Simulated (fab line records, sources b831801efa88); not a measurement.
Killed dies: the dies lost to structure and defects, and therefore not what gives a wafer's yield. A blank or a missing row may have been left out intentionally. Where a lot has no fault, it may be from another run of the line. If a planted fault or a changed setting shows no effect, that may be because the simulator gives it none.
What tool caused it? ; flow gf180mcu ; Sampling: 13 lots, 39 wafers, 2 of 602 route steps

== WHAT EACH GAUGE READ, for each wafer ==
GF_VT_IMPLANT_TW_MEAS_10. Usual: VT_IMPLANT_TW gives 564 (standard deviation 3.9).
lot;measured;on;VT_IMPLANT_TW;flag
L113;day 5 17:52;film-metro-02;566 566 566;
L114;day 5 23:19;film-metro-02;570 567 570;
L115;day 6 04:21;film-metro-01;562 564 563;
L116;day 6 11:20;film-metro-01;565 566 562;
L117;day 6 21:49;film-metro-04;561 562 560;
L119;day 7 10:14;film-metro-01;565 567 564;
L121;day 7 20:34;film-metro-04;563 561 561;
L124;day 8 13:23;film-metro-02;569 569 568;
L126;day 8 23:31;film-metro-04;685 683 686;OFF
L128;day 9 13:44;film-metro-02;573 569 570;
L129;day 9 20:22;film-metro-04;689 689 689;OFF
L135;day 11 08:59;film-metro-01;564 562 567;
L136;day 11 13:20;film-metro-02;564 566 563;

== WHAT TOOL EACH LOT RAN ON (gives the tool, then ch and the chambers of the sampled wafers, and finally the start) ==
lot;GF_VT_IMPLANT_IMPLANT_08
L113;implanter-03 ch 0, day 5 17:37
L114;implanter-01 ch 0, day 5 23:05
L115;implanter-01 ch 0, day 6 04:09
L116;implanter-01 ch 0, day 6 11:05
L117;implanter-03 ch 0, day 6 21:34
L119;implanter-01 ch 0, day 7 10:01
L121;implanter-01 ch 0, day 7 20:19
L124;implanter-03 ch 0, day 8 13:10
L126;implanter-01 ch 0, day 8 23:16
L128;implanter-03 ch 0, day 9 13:31
L129;implanter-01 ch 0, day 9 20:07
L135;implanter-04 ch 0, day 11 08:46
L136;implanter-04 ch 0, day 11 13:05
- GF_VT_IMPLANT_IMPLANT_08

== WHAT THE TOOLS THEMSELVES READ (means of the sampled wafers that have a number; where no wafer has one, the mark that the record gives instead) ==
GF_VT_IMPLANT_IMPLANT_08. Usual: dose-ions-cm2 8.29e+12, standard deviation 7.6e+09; faraday-current-uA 46.8, standard deviation 0.95.
lot;tool;dose-ions-cm2;faraday-current-uA;flag
L113;implanter-03;8.28e+12;47.7;
L114;implanter-01;8.29e+12;46.9;
L115;implanter-01;8.30e+12;47.0;
L116;implanter-01;8.28e+12;47.3;
L117;implanter-03;8.29e+12;46.7;
L119;implanter-01;8.28e+12;46.6;
L121;implanter-01;8.30e+12;46.7;
L124;implanter-03;8.29e+12;46.1;
L126;implanter-01;1.60e+13;89.5;OFF
L128;implanter-03;8.29e+12;47.0;
L129;implanter-01;1.60e+13;90.8;OFF
L135;implanter-04;8.29e+12;47.1;
L136;implanter-04;8.29e+12;46.8;

== THE ANSWER, worked out from the rows above alone ==
Rule: lot off if the mean of its wafers having a number is beyond 3 standard deviations from the usual mean. Also off: a lot with no number at a reading for which 4 or more lots have one. All remaining lots with rows at the step are treated as sound. First the gauges in route order, then the tools' own readings, where a lot's mean is used as printed above. The first step at which some lot is off is used, and at that step the reading that is off furthest; a lot without a number counts as furthest.
Off: L126, L129, at GF_VT_IMPLANT_TW_MEAS_10 (VT_IMPLANT_TW).
A tool fits if, at a process step before that reading, it ran every lot that is off, and no sound lot after the first of them. The gauges at GF_VT_IMPLANT_TW_MEAS_10 aren't tried: what is off there is off at GF_VT_IMPLANT_IMPLANT_08 too, on other tools, and a gauge's error can't cause that. One fits: GF_VT_IMPLANT_IMPLANT_08 on implanter-01. A fault onset in the window from L121 (day 7 20:19, its last sound lot) to L126 (day 8 23:16, its first lot off) fits.
The tool's own readings at GF_VT_IMPLANT_IMPLANT_08 bear it out: on the lots that are off they differ by more than 5 times the standard deviation of the sound lots' means. dose-ions-cm2 reads 1.60e+13 there against 8.29e+12 on the sound lots; faraday-current-uA reads 90.2 there against 46.9 on the sound lots.

== WHAT THE SIMULATOR HAD PUT IN ==
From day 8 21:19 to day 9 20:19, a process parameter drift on implanter-01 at GF_VT_IMPLANT_IMPLANT_08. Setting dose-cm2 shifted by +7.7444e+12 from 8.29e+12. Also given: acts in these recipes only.
Struck lots among those shown: L126, L129. The rule above reached the same finding.
